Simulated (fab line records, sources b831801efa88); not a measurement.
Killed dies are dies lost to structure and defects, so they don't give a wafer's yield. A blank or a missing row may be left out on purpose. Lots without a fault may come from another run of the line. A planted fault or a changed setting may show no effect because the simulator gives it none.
A struck lot beside a sound one | flow sky130 | 26 steps out of a route of 708
Sound: wafers L364.1, L364.3, L364.6. Struck: wafers L365.2, L365.5, L365.6. The cause comes at the end.
At each step with rows: each side's tool, then ch and its chambers, then its first start. Under that, the readings that differ: sound wafers | struck wafers | difference of the means | sigmas: that difference in standard deviations of wafers without a fault.
alike: readings whose means differ by less than 2 such deviations, and words and numbers that are the same on both sides. not compared: withheld readings, readings that some wafer has no value for, bounds like >300 that may hide the same value, and numbers for which the record gives no deviation and whose values overlap.
The two part at a step that has a row with sigmas, a row that says differs or no value, or rows on one side only. Numbers that don't overlap but have no deviation are shown without sigmas and don't part them. A reading that every wafer of one side lacks parts them only if that side has two wafers or more.

SKY_PWDE_TW_MEAS_10:
  sound on film_metro-04, day 4 16:30; struck on film_metro-04, day 5 07:58
  alike: PWDE_TW
then, 7 steps without rows for these wafers: SKY_NWELL_DEHYDRATE_03 (time 60 s); SKY_NWELL_HMDS_04 (prime time 60 s); SKY_NWELL_COAT_05 (resist thk 3000 nm); SKY_NWELL_SOFTBAKE_06; SKY_NWELL_EXPOSE_07 (exposes mask NWM, target cd 840 nm); SKY_NWELL_PEB_08; SKY_NWELL_DEVELOP_09 (develop time 60 s).
SKY_NWELL_OVL_MEAS_10:
  sound on overlay-01, day 5 10:26; struck on overlay-01, day 6 03:05
  alike: NWELL_00_OVL
then, 3 steps without rows for these wafers: SKY_NWELL_IMPLANT_11; SKY_NWELL_IMPLANT_12; SKY_NWELL_IMPLANT_13.
SKY_NWELL_STRIP_14: strips in O2/N2.
  sound on plasma_asher-04 ch 0,1, day 5 10:55; struck on plasma_asher-04 ch 0,1, day 6 03:43
  reading                                 | sound             | struck            | difference                    | sigmas
  oes_product_au (a.u.)                   | 0.720 0.708 0.721 | 0.943 0.932 0.944 | +0.223                        | +46
  strip_time_to_endpoint_s (s)            | 37.00 37.06 36.98 | - - -             | no value on the struck wafers |
  model.coat_of_NWELL_COAT_05.thk_nm (nm) | 0 0 0             | 1325 1330 1327    | +1327                         |
  alike: drypump_motor_current_A
  not compared: rf_hours_counter_h
SKY_NWELL_TW_MEAS_15:
  sound on film_metro-03, day 5 11:01; struck on film_metro-04, day 6 03:50
  alike: NWELL_TW
then, 7 steps without rows for these wafers: SKY_NWELL_DEHYDRATE_16 (time 60 s); SKY_NWELL_HMDS_17 (prime time 60 s); SKY_NWELL_COAT_18 (resist thk 3000 nm); SKY_NWELL_SOFTBAKE_19; SKY_NWELL_EXPOSE_20 (exposes mask NWM COMPLEMENT, target cd 840 nm); SKY_NWELL_PEB_21; SKY_NWELL_DEVELOP_22 (develop time 60 s).
SKY_NWELL_OVL_MEAS_23:
  sound on overlay-02, day 6 05:58; struck on overlay-02, day 6 22:31
  alike: NWELL_01_OVL
then, 1 step without rows for these wafers: SKY_NWELL_IMPLANT_24.
SKY_NWELL_STRIP_25: strips in O2/N2.
  sound on plasma_asher-01 ch 0, day 6 06:09; struck on plasma_asher-04 ch 0,1, day 6 22:42
  reading                      | sound             | struck            | difference | sigmas
  strip_time_to_endpoint_s (s) | 36.98 36.89 36.79 | 56.47 56.61 56.75 | +19.72     | +99 or more
  alike: drypump_motor_current_A, oes_product_au
  not compared: rf_hours_counter_h
SKY_NWELL_TW_MEAS_26:
  sound on film_metro-03, day 6 06:15; struck on film_metro-01, day 6 23:02
  reading    | sound             | struck         | difference | sigmas
  NWELL_2_TW | 498.0 496.7 497.2 | 29.8 29.9 29.9 | -467.4     | -99 or more
  not compared: hold
then, 1 step without rows for these wafers: SKY_PAD_OPEN_PROBE_99.

WHERE THEY PART
First at SKY_NWELL_STRIP_14; last, within this record, at SKY_NWELL_TW_MEAS_26.

WHY: what the simulator had put in
Strip aborted: plasma_asher-04, from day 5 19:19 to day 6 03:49, at SKY_NWELL_STRIP_14. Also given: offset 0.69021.
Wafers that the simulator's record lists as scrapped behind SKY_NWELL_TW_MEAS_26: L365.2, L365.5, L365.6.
